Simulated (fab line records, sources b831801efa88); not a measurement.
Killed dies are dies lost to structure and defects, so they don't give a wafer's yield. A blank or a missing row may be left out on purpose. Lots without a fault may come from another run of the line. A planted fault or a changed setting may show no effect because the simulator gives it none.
A struck lot beside a sound one | flow sky130 | 16 steps out of a route of 708
Sound: wafers L294.2, L294.4, L294.5. Struck: wafers L293.2, L293.3, L293.4. The cause comes at the end.
At each step with rows: each side's tool, then ch and its chambers, then its first start. Under that, the readings that differ: sound wafers | struck wafers | difference of the means | sigmas: that difference in standard deviations of wafers without a fault.
alike: readings whose means differ by less than 2 such deviations, and words and numbers that are the same on both sides. not compared: withheld readings, readings that some wafer has no value for, bounds like >300 that may hide the same value, and numbers for which the record gives no deviation and whose values overlap.
The two part at a step that has a row with sigmas, a row that says differs or no value, or rows on one side only. Numbers that don't overlap but have no deviation are shown without sigmas and don't part them. A reading that every wafer of one side lacks parts them only if that side has two wafers or more.

SKY_VT_ADJUST_HVTP_OVL_MEAS_08:
  sound on overlay-02, day 8 09:07; struck on overlay-01, day 8 02:05
  alike: VT_ADJUST_HVTP_OVL
then, 1 step without rows for these wafers: SKY_VT_ADJUST_HVTP_IMPLANT_09.
SKY_VT_ADJUST_HVTP_STRIP_10: strips in O2/N2.
  sound on plasma_asher-04 ch 0,1, day 8 09:18; struck on plasma_asher-03 ch 0,1, day 8 02:16
  alike: drypump_motor_current_A, oes_product_au, strip_time_to_endpoint_s
  not compared: rf_hours_counter_h
SKY_VT_ADJUST_HVTP_TW_MEAS_11:
  sound on film_metro-04, day 8 09:25; struck on film_metro-04, day 8 02:25
  alike: VT_ADJUST_HVTP_TW
then, 7 steps without rows for these wafers: SKY_VT_ADJUST_LVTN_DEHYDRATE_00 (time 60 s); SKY_VT_ADJUST_LVTN_HMDS_01 (prime time 60 s); SKY_VT_ADJUST_LVTN_COAT_02 (resist thk 3000 nm); SKY_VT_ADJUST_LVTN_SOFTBAKE_03; SKY_VT_ADJUST_LVTN_EXPOSE_04 (exposes mask NWM COMPLEMENT LESS NATIVE, target cd 840 nm); SKY_VT_ADJUST_LVTN_PEB_05; SKY_VT_ADJUST_LVTN_DEVELOP_06 (develop time 60 s).
SKY_VT_ADJUST_LVTN_OVL_MEAS_07:
  sound on overlay-02, day 9 06:04; struck on overlay-02, day 8 22:55
  alike: VT_ADJUST_LVTN_OVL
SKY_VT_ADJUST_LVTN_IMPLANT_08:
  sound on implanter-02 ch 0, day 9 06:07; struck on implanter-02, day 8 22:58
  no value came back on the struck wafers for beam_energy_keV, beam_on_s (s); on the sound wafers beam_energy_keV reads 29.990 30.005 29.995
SKY_VT_ADJUST_LVTN_STRIP_09: strips in O2/N2.
  sound on plasma_asher-01 ch 0,1, day 9 06:15; struck on plasma_asher-01 ch 0,1, day 8 23:06
  alike: drypump_motor_current_A, oes_product_au, strip_time_to_endpoint_s
  not compared: rf_hours_counter_h
SKY_VT_ADJUST_LVTN_TW_MEAS_10:
  sound on film_metro-01, day 9 06:22; struck on film_metro-01, day 8 23:13
  reading           | sound             | struck         | difference | sigmas
  VT_ADJUST_LVTN_TW | 243.9 243.7 241.8 | 30.4 30.5 30.4 | -212.7     | -99 or more
then, 1 step without rows for these wafers: SKY_VT_ADJUST_LVTN_DEHYDRATE_11 (time 60 s).

WHERE THEY PART
First at SKY_VT_ADJUST_LVTN_IMPLANT_08; last, within this record, at SKY_VT_ADJUST_LVTN_TW_MEAS_10.

WHY: what the simulator had put in
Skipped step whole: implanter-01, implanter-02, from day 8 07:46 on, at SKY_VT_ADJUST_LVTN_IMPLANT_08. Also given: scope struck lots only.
